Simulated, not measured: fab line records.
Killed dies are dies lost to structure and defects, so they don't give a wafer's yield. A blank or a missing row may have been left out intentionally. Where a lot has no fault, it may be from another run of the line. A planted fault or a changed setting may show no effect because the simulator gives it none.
fab line records -- flow sky130
record lots=6, wafers=18, lastDay=50
route steps=708 shown METAL5@675 PASSIVATION@681 PAD_OPEN@708
lots untouched by any fault: they come from a run of this same line in which no faults occurred
startH: hours from the record's opening day to when the first of the lot's shown wafers began -- waitH: hours from the lot's prior step to this one -- " the same as in the row above -- L1.1+2: a single row standing in for several wafers -- - value missing, or start not given -- * or withheld: withheld -- < > ~ a bound
route shown NAME@n: a module of which the file shows steps, and the number in the route of the first -- usual: mean and standard deviation over wafers with no fault -- same: alike in all rows -- chamber/n: place in a boat -- sites: per-site readings -- _std_site: the values' standard deviation -- _edge_site: outer sites' mean less inner sites' -- radiusMm: for every site, how far away it sits from the centre of the wafer -- mask NAME#n: copy n -- behind: the most recent tool/chamber to have shaped the wafer -- hold: why the lot went on hold/how many hours it stayed there/how the hold came to an end -- device: which transistor (n, p or np) failed to switch -- end of line: the route-end tests of the same wafers -- a step with no rows: only its recipe -- killed: count of dies lost to structure and defects at first sort (not the wafer's yield) -- map: dies across one wafer; x = killed, . = not, _ = none there
set.NAME: the setting the step ran with; set.NAME@STEP: the setting that earlier step ran with -- model.NAME: the simulator's own value behind a step, which no gauge read
certain route steps with their lots: each step a table, each wafer a row
services: the hour from which a tool's chamber was out of use, counted from the record's first day as startH (under 0 if before that day), plus the number of hours and why
## steps
# step SKY_METAL5_DESCUM_14
# recipe chemistry=O2, sourcePowerW=150, biasPowerW=0, pressureMtorr=10, tempC=40, timeS=11
# usual drypumpMotorCurrentA=5.7/0.43, oesProductAu=1.003/0.01
lot.wafer,tool,chamber,startH,waitH,drypumpMotorCurrentA,oesProductAu,rfHoursCounterH
L109.1,rieMetal-03,1,1029.59,0.1,5.8,0.999,7
L109.3,rieMetal-03,1,1029.59,0.1,5.8,0.982,-
L109.6,rieMetal-03,0,1029.59,0.1,6.0,1.007,-
L115.2,rieMetal-03,0,1071.43,0.1,6.0,1.002,7
L115.4,rieMetal-03,0,1071.43,0.1,6.0,1.007,-
L115.6,rieMetal-03,1,1071.43,0.1,5.8,0.992,-
L116.2,rieMetal-01,1,1075.88,0.1,4.8,0.997,18
L116.3,rieMetal-01,1,1075.88,0.1,4.8,0.985,-
L116.4,rieMetal-01,0,1075.88,0.1,5.8,0.998,-
L124.4,rieMetal-02,0,1124.65,0.1,6.1,1.005,-
L124.5,rieMetal-02,1,1124.65,0.1,5.3,1.011,-
L124.6,rieMetal-02,0,1124.65,0.1,6.1,0.997,-
L126.1,rieMetal-02,0,1142.83,0.1,6.2,0.999,26
L126.3,rieMetal-02,0,1142.83,0.1,6.1,1.003,-
L126.5,rieMetal-02,0,1142.83,0.1,6.1,1.005,-
L130.1,rieMetal-01,0,1157.63,0.1,5.8,0.998,25
L130.4,rieMetal-01,1,1157.63,0.1,4.8,0.992,-
L130.5,rieMetal-01,1,1157.63,0.1,4.8,0.991,-
# step SKY_METAL5_METAL_ETCH_15
# recipe targetDepthA=12600, stopOn=SiO2, overEtchFrac=0.2, timeS=252, chemistry=Cl2/BCl3, resistSidewallDeg=86, pressureMtorr=10, icpW=900, biasW=48.5, Cl2_flow_sccm=60, bcl3FlowSccm=30
# usual drypumpMotorCurrentA=5.7/0.43, mfcCl2Sccm=60.00/0.18, oesProductAu=0.895/0.0052, throttleValvePct=22.263/0.0093
lot.wafer,tool,chamber,startH,waitH,drypumpMotorCurrentA,mfcCl2Sccm,oesProductAu,rfHoursCounterH,throttleValvePct
L109.1,rieMetal-03,1,1029.63,0.0,5.8,59.87,0.887,7,22.263
L109.3,rieMetal-03,1,1029.63,0.0,5.8,59.83,0.900,-,22.259
L109.6,rieMetal-03,0,1029.63,0.0,6.0,59.83,0.883,-,22.261
L115.2,rieMetal-03,0,1071.48,0.0,6.0,59.79,0.892,7,22.258
L115.4,rieMetal-03,0,1071.48,0.0,5.9,60.02,0.891,-,22.260
L115.6,rieMetal-03,1,1071.48,0.0,5.8,60.22,0.896,-,22.272
L116.2,rieMetal-01,1,1075.92,0.0,4.8,60.04,0.895,18,22.271
L116.3,rieMetal-01,1,1075.92,0.0,4.8,60.08,0.894,-,22.254
L116.4,rieMetal-01,0,1075.92,0.0,5.8,60.06,0.891,-,22.260
L124.4,rieMetal-02,0,1124.75,0.1,6.1,59.87,0.903,-,22.260
L124.5,rieMetal-02,1,1124.75,0.1,5.3,60.12,0.894,-,22.276
L124.6,rieMetal-02,0,1124.75,0.1,6.1,59.88,0.893,-,22.272
L126.1,rieMetal-02,0,1142.87,0.0,6.1,59.88,0.891,26,22.258
L126.3,rieMetal-02,0,1142.87,0.0,6.1,59.88,0.898,-,22.278
L126.5,rieMetal-02,0,1142.87,0.0,6.1,60.04,0.908,-,22.270
L130.1,rieMetal-01,0,1157.67,0.0,5.8,59.88,0.890,25,22.271
L130.4,rieMetal-01,1,1157.67,0.0,4.8,60.02,0.891,-,22.261
L130.5,rieMetal-01,1,1157.67,0.0,4.8,59.96,0.899,-,22.267
# step SKY_METAL5_STRIP_16
# recipe chemistry=O2/N2, powerW=1400, pressureMtorr=1500, platenTempC=withheld, o2FlowSccm=3000, n2FlowSccm=300, overashFraction=0.5
# usual drypumpMotorCurrentA=5.4/0.35, oesProductAu=0.710/0.0048, stripTimeToEndpointS=13.02/0.14
lot.wafer,tool,chamber,startH,waitH,drypumpMotorCurrentA,oesProductAu,rfHoursCounterH,stripTimeToEndpointS
L109.1,plasmaAsher-03,0,1029.86,0.2,5.6,0.712,91,13.24
L109.3,plasmaAsher-03,1,1029.86,0.2,5.5,0.715,-,13.22
L109.6,plasmaAsher-03,0,1029.86,0.2,5.6,0.722,-,13.03
L115.2,plasmaAsher-03,1,1071.79,0.2,5.5,0.713,96,12.78
L115.4,plasmaAsher-03,0,1071.79,0.2,5.6,0.700,-,12.82
L115.6,plasmaAsher-03,1,1071.79,0.2,5.5,0.702,-,12.96
L116.2,plasmaAsher-01,0,1076.15,0.2,5.8,0.707,31,13.19
L116.3,plasmaAsher-01,1,1076.15,0.2,5.7,0.709,-,13.16
L116.4,plasmaAsher-01,0,1076.15,0.2,5.9,0.710,-,13.11
L124.4,plasmaAsher-03,1,1124.94,0.1,5.5,0.714,-,13.02
L124.5,plasmaAsher-03,0,1124.94,0.1,5.6,0.705,-,13.03
L124.6,plasmaAsher-03,1,1124.94,0.1,5.5,0.704,-,12.94
L126.1,plasmaAsher-01,1,1143.10,0.2,5.6,0.714,38,12.86
L126.3,plasmaAsher-01,1,1143.10,0.2,5.6,0.707,-,12.96
L126.5,plasmaAsher-01,1,1143.10,0.2,5.6,0.702,-,12.91
L130.1,plasmaAsher-04,0,1157.90,0.2,4.8,0.705,9,13.06
L130.4,plasmaAsher-04,0,1157.90,0.2,4.7,0.703,-,13.20
L130.5,plasmaAsher-04,0,1157.90,0.2,4.7,0.706,-,13.19
# step SKY_METAL5_STRIP_17
# recipe chemistry=postEtchResidueRemover, timeS=1200, tempC=72.5
# step SKY_METAL5_CLEAN_18
# recipe chemistry=IPA, timeS=180, tempC=25
# step SKY_METAL5_CLEAN_19
# recipe chemistry=O3/DIW, dry=n2Spin
# step SKY_PASSIVATION_CVD_00
# recipe material=SiO2, targetThkNm=90, tempC=400, timeS=withheld, rfW=600
# usual heaterPowerW=684/93
lot.wafer,tool,chamber,startH,waitH,heaterPowerW
L109.1,pecvd-03,1,1030.46,0.0,801
L109.3,pecvd-03,2,1030.46,0.0,849
L109.6,pecvd-03,1,1030.46,0.0,819
L115.2,pecvd-01,2,1072.38,0.0,751
L115.4,pecvd-01,0,1072.38,0.0,705
L115.6,pecvd-01,1,1072.38,0.0,702
L116.2,pecvd-03,1,1076.91,0.0,717
L116.3,pecvd-03,0,1076.91,0.0,746
L116.4,pecvd-03,2,1076.91,0.0,810
L124.4,pecvd-03,1,1125.58,0.0,811
L124.5,pecvd-03,0,1125.58,0.0,821
L124.6,pecvd-03,2,1125.58,0.0,765
L126.1,pecvd-02,2,1143.70,0.0,524
L126.3,pecvd-02,1,1143.70,0.0,655
L126.5,pecvd-02,1,1143.70,0.0,662
L130.1,pecvd-01,2,1158.58,0.0,710
L130.4,pecvd-01,2,1158.58,0.0,725
L130.5,pecvd-01,1,1158.58,0.0,698
# step SKY_PASSIVATION_THK_MEAS_01
# recipe reads=SiO2_of_PASSIVATION_CVD_00
# usual PASSIVATION_CVD_00_THK=90.4/1.4
lot.wafer,tool,chamber,startH,waitH,PASSIVATION_CVD_00_THK[nm]
L109.1,filmMetro-01,-,1030.48,-,91.2
L109.3,filmMetro-01,-,1030.48,-,91.0
L109.6,filmMetro-01,-,1030.48,-,93.2
L115.2,filmMetro-03,-,1072.42,-,87.7
L115.4,filmMetro-03,-,1072.42,-,88.9
L115.6,filmMetro-03,-,1072.42,-,90.7
L116.2,filmMetro-01,-,1076.94,-,91.4
L116.3,filmMetro-01,-,1076.94,-,89.9
L116.4,filmMetro-01,-,1076.94,-,91.6
L124.4,filmMetro-03,-,1125.63,-,93.7
L124.5,filmMetro-03,-,1125.63,-,92.4
L124.6,filmMetro-03,-,1125.63,-,91.4
L126.1,filmMetro-02,-,1143.72,-,87.8
L126.3,filmMetro-02,-,1143.72,-,87.8
L126.5,filmMetro-02,-,1143.72,-,89.1
L130.1,filmMetro-02,-,1158.61,-,89.2
L130.4,filmMetro-02,-,1158.61,-,90.0
L130.5,filmMetro-02,-,1158.61,-,89.8
# step SKY_PASSIVATION_CVD_02
# recipe material=Si3N4, targetThkNm=540, tempC=400, timeS=withheld, rfW=450
# usual heaterPowerW=712/110
lot.wafer,tool,chamber,startH,waitH,heaterPowerW
L109.1,pecvd-01,1,1030.54,0.1,803
L109.3,pecvd-01,2,1030.54,0.1,784
L109.6,pecvd-01,1,1030.54,0.1,634
L115.2,pecvd-02,1,1072.47,0.0,678
L115.4,pecvd-02,1,1072.47,0.0,685
L115.6,pecvd-02,2,1072.47,0.0,543
L116.2,pecvd-02,2,1076.99,0.0,513
L116.3,pecvd-02,1,1076.99,0.0,660
L116.4,pecvd-02,1,1076.99,0.0,694
L124.4,pecvd-01,0,1125.77,0.1,617
L124.5,pecvd-01,1,1125.77,0.1,733
L124.6,pecvd-01,2,1125.77,0.1,711
L126.1,pecvd-01,1,1143.78,0.1,772
L126.3,pecvd-01,0,1143.78,0.1,654
L126.5,pecvd-01,2,1143.78,0.1,755
L130.1,pecvd-02,2,1158.67,0.1,534
L130.4,pecvd-02,2,1158.67,0.1,564
L130.5,pecvd-02,1,1158.67,0.1,594
# step SKY_PASSIVATION_THK_MEAS_03
# recipe reads=Si3N4_of_PASSIVATION_CVD_02
# usual PASSIVATION_CVD_02_THK=539/7.4
lot.wafer,tool,chamber,startH,waitH,PASSIVATION_CVD_02_THK[nm]
L109.1,filmMetro-03,-,1030.76,-,531
L109.3,filmMetro-03,-,1030.76,-,537
L109.6,filmMetro-03,-,1030.76,-,546
L115.2,filmMetro-02,-,1072.70,-,547
L115.4,filmMetro-02,-,1072.70,-,549
L115.6,filmMetro-02,-,1072.70,-,544
L116.2,filmMetro-02,-,1077.23,-,535
L116.3,filmMetro-02,-,1077.23,-,540
L116.4,filmMetro-02,-,1077.23,-,551
L124.4,filmMetro-02,-,1125.91,-,544
L124.5,filmMetro-02,-,1125.91,-,541
L124.6,filmMetro-02,-,1125.91,-,540
L126.1,filmMetro-03,-,1144.00,-,541
L126.3,filmMetro-03,-,1144.00,-,534
L126.5,filmMetro-03,-,1144.00,-,537
L130.1,filmMetro-03,-,1158.89,-,538
L130.4,filmMetro-03,-,1158.89,-,541
L130.5,filmMetro-03,-,1158.89,-,551
# step SKY_PASSIVATION_DEHYDRATE_04
# recipe tempC=200, timeS=60
# step SKY_PASSIVATION_HMDS_05
# recipe primeTimeS=60, primeTempC=120
# step SKY_PASSIVATION_COAT_06
# recipe spinRpm=2000, resistThkNm=3000
# usual spinSpeedRpm=2000.0/1.2
lot.wafer,tool,chamber,startH,waitH,spinSpeedRpm,model.coat_of_PASSIVATION_COAT_06.thkNm
L109.1,lithoTrack-01,0,1041.59,0.1,2001.8,3007
L109.3,lithoTrack-01,0,1041.59,0.1,1998.6,2988
L109.6,lithoTrack-01,0,1041.59,0.1,2001.3,2997
L115.2,lithoTrack-04,0,1082.51,0.1,2036.4,2971
L115.4,lithoTrack-04,0,1082.51,0.1,2036.4,2972
L115.6,lithoTrack-04,0,1082.51,0.1,2036.9,2975
L116.2,lithoTrack-04,0,1087.26,0.1,2036.8,2979
L116.3,lithoTrack-04,0,1087.26,0.1,2037.3,2971
L116.4,lithoTrack-04,0,1087.26,0.1,2035.8,2970
L124.4,lithoTrack-03,0,1135.42,0.1,1998.9,3004
L124.5,lithoTrack-03,0,1135.42,0.1,1998.4,2994
L124.6,lithoTrack-03,0,1135.42,0.1,1998.0,3006
L126.1,lithoTrack-04,0,1152.83,0.1,2000.2,2996
L126.3,lithoTrack-04,0,1152.83,0.1,2001.2,3001
L126.5,lithoTrack-04,0,1152.83,0.1,2001.0,2994
L130.1,lithoTrack-01,0,1166.89,0.1,1999.1,3002
L130.4,lithoTrack-01,0,1166.89,0.1,1998.9,3003
L130.5,lithoTrack-01,0,1166.89,0.1,1998.5,3005
# step SKY_PASSIVATION_SOFTBAKE_07
# recipe tempC=110, timeS=withheld
# step SKY_PASSIVATION_EXPOSE_08
# recipe maskId=NSM, targetCdNm=3000, na=0.57, doseMj=260
# step SKY_PASSIVATION_PEB_09
# recipe tempC=115, timeS=withheld
# step SKY_PASSIVATION_DEVELOP_10
# recipe developTimeS=60, devTempC=23
# step SKY_PASSIVATION_ETCH_11
# recipe chemistry=CF4/O2, targetDepthNm=725, stopOn=AlCu, sourceW=800, biasW=150, pressureMtorr=150, cf4FlowSccm=80, O2_flow_sccm=10, timeS=161.1
# usual drypumpMotorCurrentA=5.9/0.34, oesProductAu=0.977/0.007, throttleValvePct=5.964/0.0089
lot.wafer,tool,chamber,startH,waitH,drypumpMotorCurrentA,oesProductAu,rfHoursCounterH,throttleValvePct,model.coat_of_PASSIVATION_COAT_06.thkNm
L109.1,rieDiel-04,2,1053.35,-,5.2,0.970,16,5.963,2515
L109.3,rieDiel-04,1,1053.35,-,6.0,0.980,14,5.957,2507
L109.6,rieDiel-04,3,1053.35,-,6.0,0.982,-,5.973,2508
L115.2,rieDiel-04,0,1093.64,-,6.2,0.977,4,5.955,2492
L115.4,rieDiel-04,3,1093.64,-,6.1,0.979,16,5.952,2495
L115.6,rieDiel-04,0,1093.64,-,6.2,0.977,-,5.973,2495
L116.2,rieDiel-03,2,1098.08,-,5.2,0.975,16,5.958,2485
L116.3,rieDiel-03,3,1098.08,-,6.0,0.984,22,5.962,2480
L116.4,rieDiel-03,1,1098.08,-,5.8,0.980,22,5.977,2493
L124.4,rieDiel-04,2,1145.00,-,5.2,0.976,-,5.959,2521
L124.5,rieDiel-04,0,1145.00,-,6.2,0.975,-,5.954,2514
L124.6,rieDiel-04,3,1145.00,-,6.0,0.979,-,5.949,2527
L126.1,rieDiel-03,1,1161.93,-,5.8,0.978,24,5.959,2523
L126.3,rieDiel-03,0,1161.93,-,6.1,0.977,25,5.976,2516
L126.5,rieDiel-03,0,1161.93,-,6.1,0.975,-,5.970,2503
L130.1,rieDiel-03,0,1175.80,-,6.1,0.983,25,5.957,2516
L130.4,rieDiel-03,2,1175.80,-,5.2,0.982,19,5.974,2507
L130.5,rieDiel-03,3,1175.80,-,6.0,0.981,-,5.961,2521
# step SKY_PASSIVATION_STRIP_12
# recipe chemistry=O2/N2, powerW=1400, pressureMtorr=1500, platenTempC=withheld, overashFraction=0.7, o2FlowSccm=3000, n2FlowSccm=300
# step SKY_PAD_OPEN_PROBE_99
# usual defectLimitedYield=82.9/2, killed_at_M0_to_M3=42/7.6, killed_at_M4_up=2.9/1.7, killedAtContacts=24/5.1, killedAtFrontEnd=15/4, killedAtOther=0.2/0.38, killedDies=84/9.9, killedOpen=46/7.2, killedShort=38/6.6, sort_bin_3_pad_short=0.9/0.38, sort_bin_5_function=10.2/1.5, sort_bin_6_memory=6.0/1, sortNPass=408/9.9, sortYieldPct=82.9/2
# same grossDies=492, killedAtBackSide=0, sort_bin_4_leakage[%]=0, sort_bin_8_speed[%]=0
lot.wafer,tool,chamber,startH,waitH,defectLimitedYield[%],killed_at_M0_to_M3,killed_at_M4_up,killedAtContacts,killedAtFrontEnd,killedAtOther,killedDies,killedOpen,killedShort,sort_bin_3_pad_short[%],sort_bin_5_function[%],sort_bin_6_memory[%],sortNPass,sortYieldPct[%]
L115.2,prober-02,-,1116.39,0.1,78.7,46,3,30,26,0,105,46,59,1.2,14.0,6.1,387,78.7
L115.4,prober-02,-,1116.49,0.2,81.1,36,7,32,18,0,93,50,43,1.8,10.8,6.3,399,81.1
L115.6,prober-02,-,1116.59,0.2,80.9,53,4,27,10,0,94,48,46,0.4,11.4,7.3,398,80.9
# killed by level:class
L115.2 VIA1:geometricParticle:open=11 FIELD_ISO:geometricParticle:open=9 LOCAL_INTERCONNECT:geometricParticle:short=8 VIA1:geometricParticle:short=8 FIELD_ISO:geometricParticle:short=7 CONTACT:geometricParticle:open=7 METAL2:geometricParticle:short=7 VIA3:geometricParticle:open=6
L115.4 CONTACT:geometricParticle:open=13 VIA1:geometricParticle:open=7 CONTACT:geometricParticle:short=7 VIA3:geometricParticle:open=7 FIELD_ISO:geometricParticle:short=6 VIA3:geometricParticle:short=6 VIA2:geometricParticle:open=5 METAL4:geometricParticle:short=5
L115.6 CONTACT:geometricParticle:open=13 VIA1:geometricParticle:open=11 METAL2:geometricParticle:short=9 VIA3:geometricParticle:open=7 CONTACT:geometricParticle:short=6 VIA1:geometricParticle:short=5 VIA3:geometricParticle:short=5 LI_CONTACT:geometricParticle:short=4
## services
tool,chamber,startH,hours,kind
plasmaAsher-03,-,1009.94,2.8,pm
rieMetal-02,1,1010.15,-,clean
rieMetal-02,1,1010.15,16.4,scheduledDown
pecvd-02,-,1022.96,14.6,pm
pecvd-02,2,1038.04,5.6,repair
plasmaAsher-04,-,1045.42,1.6,repair
plasmaAsher-04,-,1055.25,9.0,pm
rieMetal-01,0,1061.78,1.9,repair
plasmaAsher-01,-,1064.87,1.6,repair
pecvd-01,2,1074.38,5.3,repair
rieDiel-04,2,1080.93,2.9,repair
rieDiel-03,2,1081.07,3.4,repair
rieDiel-03,3,1084.27,4.8,repair
rieMetal-03,1,1104.93,1.5,repair
pecvd-01,2,1105.58,7.4,repair
plasmaAsher-03,-,1110.73,1.4,repair
plasmaAsher-01,-,1112.17,6.4,repair
rieDiel-04,1,1118.11,67.9,repair
rieDiel-03,2,1118.41,3.8,repair
plasmaAsher-04,-,1137.33,2.8,pm
pecvd-01,2,1146.88,5.5,scheduledDown
pecvd-03,-,1155.89,1.3,repair
pecvd-01,0,1174.60,2.6,repair
pecvd-02,2,1175.57,10.1,repair
## key
firstSign step=SKY_PASSIVATION_COAT_06, reading=spinSpeedRpm, direction=up, sigmas=30, usual=2000.0, struck=2036.6
effect none on later readings
modelEffect step=SKY_PASSIVATION_COAT_06, value=coat_of_PASSIVATION_COAT_06.thkNm, without=3000, struck=2973
modelEffect step=SKY_PASSIVATION_ETCH_11, value=coat_of_PASSIVATION_COAT_06.thkNm, without=2517, struck=2490
metAt SKY_PASSIVATION_COAT_06
struckWafers L115.2,L115.4,L115.6,L116.2,L116.3,L116.4
fault kind=processParameterDrift, tool=lithoTrack-04, chamber=-, onsetH=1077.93, steps=SKY_PASSIVATION_COAT_06, channel=spinRpm, offset=36.972, shape=step, endH=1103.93, actsIn=theseRecipesOnly, stated=2000
